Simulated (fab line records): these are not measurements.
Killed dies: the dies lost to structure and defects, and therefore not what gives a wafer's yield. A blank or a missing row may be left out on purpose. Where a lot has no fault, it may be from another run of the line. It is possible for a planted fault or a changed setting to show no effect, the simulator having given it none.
Chamber matching -- flow gf180mcu -- GF_V5_ETCH_16 on rie_diel-04 has 4 sister chambers
The step etches BARC in N2/H2. 8 wafers are shown with their chamber, then 8 later ones without.

## WAFERS WITH THEIR CHAMBER
wafer,chamber,drypump_motor_current_A (A),oes_product_au (a.u.)
L075.3,2,4.7,0.853
L084.1,2,4.8,0.848
L085.1,1,5.7,0.851
L085.3,3,5.3,0.856
L085.4,1,5.7,0.863
L085.5,0,4.8,0.854
L085.6,3,5.3,0.855
L091.1,0,4.8,0.859

## WAFERS WITH NO CHAMBER GIVEN
wafer,drypump_motor_current_A (A),oes_product_au (a.u.)
L091.4,5.3,0.860
L091.5,4.8,0.857
L093.2,5.3,0.859
L093.4,4.8,0.852
L093.5,5.3,0.855
L096.1,5.3,0.858
L096.2,4.7,0.849
L096.3,5.7,0.857

## WHICH CHAMBER EACH WENT THROUGH
wafer,from the rows above,in truth
L091.4,3,3
L091.5,can't be placed: 0 or 2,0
L093.2,3,3
L093.4,can't be placed: 0 or 2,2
L093.5,3,3
L096.1,3,3
L096.2,can't be placed: 2 or 0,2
L096.3,1,1
Correct placement for 5 of the 8. Not placeable from these rows: 3 (in 3, the candidates include the true chamber). 0 placed wrongly.
How it was worked out, from the rows above alone: a wafer's distance from a chamber is the root of the sum, over the readings, of the square of ((its reading less the chamber's mean) divided by the reading's scatter). The wafer belongs to the nearest chamber; if the next one is less than 2 further off, it can't be placed. A chamber's mean is the mean of its shown wafers. The scatter: take each reading less its chamber's mean, square it, sum over the shown wafers, divide by the number of wafers less the number of chambers, and take the root.
